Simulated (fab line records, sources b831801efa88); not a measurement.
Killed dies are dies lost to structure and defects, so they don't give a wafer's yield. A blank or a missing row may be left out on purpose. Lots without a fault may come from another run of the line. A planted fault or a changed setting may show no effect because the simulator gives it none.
Which tool did it? | flow sky130 | 11 lots, 33 wafers sampled, at 2 steps of a route of 708

WHAT THE GAUGES READ, wafer by wafer
SKY_METAL1_THK_MEAS_06: measures by xrf.
lot  | measured     | on            | METAL1_ALCU_THK (nm)
L923 | day 32 13:08 | film_metro-01 | 253.8 255.5 255.2
L924 | day 32 15:33 | film_metro-02 | 244.2 250.0 253.9
L925 | day 32 16:39 | film_metro-03 | 256.2 254.4 251.3
L930 | day 34 18:05 | film_metro-03 | 256.2 261.1 252.2
L931 | day 34 21:11 | film_metro-01 | 252.4 255.1 250.7
L932 | day 35 06:10 | film_metro-03 | 249.4 247.8 252.0
L933 | day 35 09:40 | film_metro-03 | 253.6 251.8 253.9
L936 | day 36 12:50 | film_metro-02 | 251.3 252.4 251.7
L941 | day 37 18:01 | film_metro-02 | 251.7 253.1 249.6
L942 | day 38 02:57 | film_metro-01 | 251.9 255.5 251.7
L944 | day 38 23:35 | film_metro-03 | 253.0 252.0 252.2

WHICH TOOL RAN EACH LOT (tool, then ch and the chambers of the sampled wafers, then the start)
lot  | SKY_CONTACT_ETCH_18
L923 | rie_diel-01 ch 0,1, day 32 13:08 or earlier
L924 | rie_diel-03 ch 1,2, day 32 15:33 or earlier
L925 | rie_diel-03 ch 0,1,3, day 32 16:39 or earlier
L930 | rie_diel-04 ch 0,1,2, day 34 18:05 or earlier
L931 | rie_diel-01 ch 0,1,3, day 34 21:11 or earlier
L932 | rie_diel-04 ch 0,2, day 35 06:10 or earlier
L933 | rie_diel-01 ch 2,3, day 35 09:40 or earlier
L936 | rie_diel-04 ch 2,3, day 36 12:50 or earlier
L941 | rie_diel-03 ch 1,3, day 37 18:01 or earlier
L942 | rie_diel-01 ch 0,2,3, day 38 02:57 or earlier
L944 | rie_diel-03 ch 0,2, day 38 23:35 or earlier
- SKY_CONTACT_ETCH_18: etches Si3N4 in CHF3/O2, stops on TiN, time 39 s, target depth 75 nm.

WHAT THE TOOLS THEMSELVES READ (means of the sampled wafers that have a number; where no wafer has one, the mark that the record gives instead)
SKY_CONTACT_ETCH_18.
lot  | tool        | drypump_motor_current_A (A) | oes_product_au (a.u.) | throttle_valve_pct (%)
L923 | rie_diel-01 | 5.7                         | 0.853                 | 8.788
L924 | rie_diel-03 | 5.9                         | 0.862                 | 8.798
L925 | rie_diel-03 | 5.9                         | 0.856                 | 8.791
L930 | rie_diel-04 | 5.4                         | 0.862                 | 8.797
L931 | rie_diel-01 | 5.9                         | 0.853                 | 8.791
L932 | rie_diel-04 | 5.5                         | 0.856                 | 8.790
L933 | rie_diel-01 | 5.6                         | 0.862                 | 8.795
L936 | rie_diel-04 | 5.2                         | 0.854                 | 8.789
L941 | rie_diel-03 | 6.3                         | 0.854                 | 8.791
L942 | rie_diel-01 | 5.7                         | 0.858                 | 8.790
L944 | rie_diel-03 | 5.6                         | 0.859                 | 8.793

THE ANSWER, worked out from the rows above alone
Rule: what is usual is taken from the lots themselves. Put in order of their means at a reading, lots are off if they are a third of the lots or fewer, leave a main group of 4 or more, and stand apart from it by a gap of 3 or more times the standard deviation of the main group's means; of several such gaps the widest counts. A main group whose means are all the same, to the digits that the tables above print for the reading, isn't used. A lot without any number at a reading at which 4 lots or more have one is off too. The other lots that the step has rows for count as sound. The gauges are gone through in route order, then the tools' own readings, and for those a lot's mean is taken as printed above. The first step at which some lot is off is used, and at that step the reading that is off furthest; a lot without a number counts as furthest.
No lot is off at any reading shown: from this, nothing can be told.

WHAT THE SIMULATOR HAD PUT IN
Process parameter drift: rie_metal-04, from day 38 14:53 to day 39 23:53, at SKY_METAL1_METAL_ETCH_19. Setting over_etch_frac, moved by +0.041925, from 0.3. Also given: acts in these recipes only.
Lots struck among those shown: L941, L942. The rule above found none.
